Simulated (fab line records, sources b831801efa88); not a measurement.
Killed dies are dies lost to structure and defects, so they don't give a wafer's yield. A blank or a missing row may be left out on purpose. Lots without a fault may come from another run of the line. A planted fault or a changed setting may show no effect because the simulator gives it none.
A struck lot beside a sound one | flow sky130 | 15 steps out of a route of 708
Sound: wafers L850.1, L850.3, L850.4. Struck: wafers L865.2, L865.3, L865.4. The cause comes at the end.
At each step with rows: each side's tool, then ch and its chambers, then its first start. Under that, the readings that differ: sound wafers | struck wafers | difference of the means | sigmas: that difference in standard deviations of wafers without a fault.
alike: readings whose means differ by less than 2 such deviations, and words and numbers that are the same on both sides. not compared: withheld readings, readings that some wafer has no value for, bounds like >300 that may hide the same value, and numbers for which the record gives no deviation and whose values overlap.
The two part at a step that has a row with sigmas, a row that says differs or no value, or rows on one side only. Numbers that don't overlap but have no deviation are shown without sigmas and don't part them. A reading that every wafer of one side lacks parts them only if that side has two wafers or more.

first, 1 step without rows for these wafers: SKY_LDD_HVP_IMPLANT_08.
SKY_LDD_HVP_STRIP_09: strips in O2/N2.
  sound on plasma_asher-02 ch 0,1, day 24 04:26; struck on plasma_asher-02 ch 0,1, day 28 21:16
  alike: chamber_pressure_mTorr, drypump_motor_current_A, oes_product_au, strip_time_to_endpoint_s
  not compared: rf_hours_counter_h
SKY_LDD_HVP_TW_MEAS_10:
  sound on film_metro-04, day 24 04:32; struck on film_metro-02, day 28 21:22
  alike: LDD_HVP_TW
then, 7 steps without rows for these wafers: SKY_LDD_LDN_DEHYDRATE_00 (time 60 s); SKY_LDD_LDN_HMDS_01 (prime time 60 s); SKY_LDD_LDN_COAT_02 (resist thk 1140 nm); SKY_LDD_LDN_SOFTBAKE_03 (time 60 s); SKY_LDD_LDN_EXPOSE_04 (exposes mask LDNTM, target cd 700 nm); SKY_LDD_LDN_PEB_05; SKY_LDD_LDN_DEVELOP_06 (develop time 60 s).
SKY_LDD_LDN_OVL_MEAS_07:
  sound on overlay-01, day 25 09:22; struck on overlay-02, day 30 02:18
  reading          | sound        | struck         | difference | sigmas
  LDD_LDN_OVL (nm) | 0.3 -1.7 0.3 | -1.9 -3.8 -3.4 | -2.7       | -2
then, 1 step without rows for these wafers: SKY_LDD_LDN_IMPLANT_08.
SKY_LDD_LDN_IMPLANT_09:
  sound on implanter-02 ch 0, day 25 09:33; struck on implanter-02 ch 0, day 30 02:31
  reading            | sound                            | struck                           | difference  | sigmas
  dose_ions_cm2      | 1.2499e+13 1.2495e+13 1.2498e+13 | 1.7894e+13 1.7906e+13 1.7898e+13 | +5.4020e+12 | +99 or more
  faraday_current_uA | 68.2 71.0 70.8                   | 96.1 97.2 101.4                  | +28.2       | +20
  alike: end_station_pressure_torr
then, 1 step without rows for these wafers: SKY_LDD_LDN_IMPLANT_10.
-- the record jumps here: 21 days lie between the struck wafers' starts before and after (it left off in module LDD_LDN and takes up again in module PAD_OPEN, whose first step shown is number 708 of the route) --
SKY_PAD_OPEN_PROBE_99:
  sound on prober-01, day 47 10:46; struck on prober-01, day 50 14:35
  reading                         | sound          | struck         | difference | sigmas
  model.etest.tip_sonos.rs_ohm_sq | 2532 2595 2558 | 2202 2214 2249 | -340       |
  alike: killed_at_M0_to_M3, killed_at_M4_up, killed_at_contacts, killed_at_front_end, killed_at_other, killed_dies, killed_open, killed_short

WHERE THEY PART
First at SKY_LDD_LDN_OVL_MEAS_07; last, within this record, at SKY_LDD_LDN_IMPLANT_09. Later steps at which nothing parts them and some readings are alike: SKY_PAD_OPEN_PROBE_99.

WHY: what the simulator had put in
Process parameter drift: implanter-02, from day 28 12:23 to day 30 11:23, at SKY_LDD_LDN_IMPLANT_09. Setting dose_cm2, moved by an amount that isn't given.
